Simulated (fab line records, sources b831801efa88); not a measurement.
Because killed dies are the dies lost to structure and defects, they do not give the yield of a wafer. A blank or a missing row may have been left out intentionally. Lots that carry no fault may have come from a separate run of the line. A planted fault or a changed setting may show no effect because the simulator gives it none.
The tool behind it: which one? -- flow gf180mcu -- Sampling: 14 lots, 42 wafers, 3 of 602 route steps

== WHAT THE GAUGES READ, wafer by wafer ==
GF_STI_THK_MEAS_04. Usual: for STI_CVD_03_THK the level is 207.6 nm and the standard deviation is 2.
lot,measured,on,STI_CVD_03_THK (nm),flag
L722,day 1 15:29,film metro-02,205.9 204.5 206.0,
L723,day 1 19:56,film metro-01,207.4 209.4 208.5,
L725,day 2 04:34,film metro-01,205.2 204.1 204.5,
L726,day 2 12:17,film metro-01,208.5 209.5 209.6,
L727,day 2 16:42,film metro-02,207.0 208.4 209.3,
L729,day 3 01:33,film metro-01,204.9 204.8 206.7,
L730,day 3 06:34,film metro-02,205.2 204.3 203.6,
L731,day 3 10:34,film metro-02,206.4 206.7 208.1,
L732,day 3 15:34,film metro-01,209.1 209.0 210.4,
L733,day 3 23:37,film metro-02,206.6 207.0 206.4,
L734,day 4 03:33,film metro-01,206.3 206.3 206.8,
L738,day 4 23:17,film metro-02,211.4 208.9 210.1,
L739,day 5 04:01,film metro-03,209.9 209.3 208.2,
L740,day 5 08:37,film metro-02,209.2 207.3 208.5,

GF_STI_THK_MEAS_30. Usual: for STI_OXIDATION_02_THK the level is 10.01 nm and the standard deviation is 0.2.
lot,measured,on,STI_OXIDATION_02_THK (nm),flag
L722,day 2 13:17,film metro-02,9.98 9.99 10.11,
L723,day 2 15:56,film metro-02,10.05 10.30 9.91,
L725,day 2 20:37,film metro-02,10.10 9.89 10.08,
L726,day 3 10:32,film metro-03,10.03 10.00 10.12,
L727,day 3 12:31,film metro-03,9.75 9.74 9.82,
L729,day 3 22:58,film metro-01,10.05 9.91 9.93,
L730,day 4 05:28,film metro-02,9.95 10.04 10.02,
L731,day 4 09:23,film metro-03,9.84 9.53 9.63,
L732,day 4 14:01,film metro-02,10.13 10.12 10.15,
L733,day 4 17:55,film metro-03,10.06 9.83 9.86,
L734,day 4 21:26,film metro-01,9.79 9.90 9.93,
L738,day 5 18:18,film metro-02,10.33 10.43 10.42,
L739,day 6 00:16,film metro-01,10.27 10.26 10.36,
L740,day 6 04:10,film metro-03,10.08 10.26 10.27,

== WHAT TOOL EACH LOT RAN ON (gives the tool, then ch and the chambers of the sampled wafers, and finally the start) ==
lot,GF_STI_WET_ETCH_26
L722,"wet bench-03 ch 2, day 2 08:23"
L723,"wet bench-02 ch 3, day 2 12:22"
L725,"wet bench-04 ch 1, day 2 18:37"
L726,"wet bench-04 ch 2, day 3 08:32"
L727,"wet bench-02 ch 2, day 3 10:31"
L729,"wet bench-02 ch 1, day 3 17:59"
L730,"wet bench-02 ch 2, day 4 00:35"
L731,"wet bench-02 ch 2, day 4 03:47"
L732,"wet bench-04 ch 3, day 4 11:12"
L733,"wet bench-02 ch 2, day 4 15:55"
L734,"wet bench-04 ch 2, day 4 18:58"
L738,"wet bench-02 ch 2, day 5 15:53"
L739,"wet bench-04 ch 3, day 5 21:18"
L740,"wet bench-04 ch 2, day 6 01:52"
- GF_STI_WET_ETCH_26: etches SiO2 in dHF, target depth 94 nm, time 188 s.

== WHAT THE TOOLS THEMSELVES READ (means of the sampled wafers that have a number; where no wafer has one, the mark that the record gives instead) ==
GF_STI_WET_ETCH_26. Usual: 25.00 C for temp c, sd 0.093.
lot,tool,temp c (C),flag
L722,wet bench-03,24.90,
L723,wet bench-02,24.98,
L725,wet bench-04,24.96,
L726,wet bench-04,25.07,
L727,wet bench-02,24.94,
L729,wet bench-02,24.88,
L730,wet bench-02,25.00,
L731,wet bench-02,24.98,
L732,wet bench-04,24.93,
L733,wet bench-02,24.98,
L734,wet bench-04,25.05,
L738,wet bench-02,25.01,
L739,wet bench-04,23.74,OFF
L740,wet bench-04,23.56,OFF

== THE ANSWER, worked out from the rows above alone ==
Rule: take the mean of a lot's wafers that have a number; if it is more than 3 standard deviations from the usual mean, the lot is off. A lot without any number at a reading at which 4 lots or more have one is off too. The other lots that the step has rows for count as sound. First the gauges in route order, then the tools' own readings, where a lot's mean is used as printed above. At the first step where some lot is off, the reading lying furthest off is the one used; lots without a number count as furthest.
Off: L739, L740 (GF_STI_WET_ETCH_26, temp c).
A tool fits if, at that step or a process step before it, it ran every lot that is off, and no sound lot after the first of them. One candidate fits, namely wet bench-04 at GF_STI_WET_ETCH_26. A fault onset in the window from L734 (day 4 18:58, its last sound lot) to L739 (day 5 21:18, its first lot off) fits.
On the lots that are off, the tool's own readings at GF_STI_WET_ETCH_26 differ by more than 5 times the standard deviation of the sound lots' means, which bears it out; temp c reads 23.65 C there versus 24.97 C on the sound lots.

== WHAT HAD BEEN PUT IN BY THE SIMULATOR ==
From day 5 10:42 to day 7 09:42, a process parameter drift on wet bench-04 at GF_STI_WET_ETCH_26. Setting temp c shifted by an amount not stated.
Struck lots among those shown: L739, L740. Same finding as the rule above.
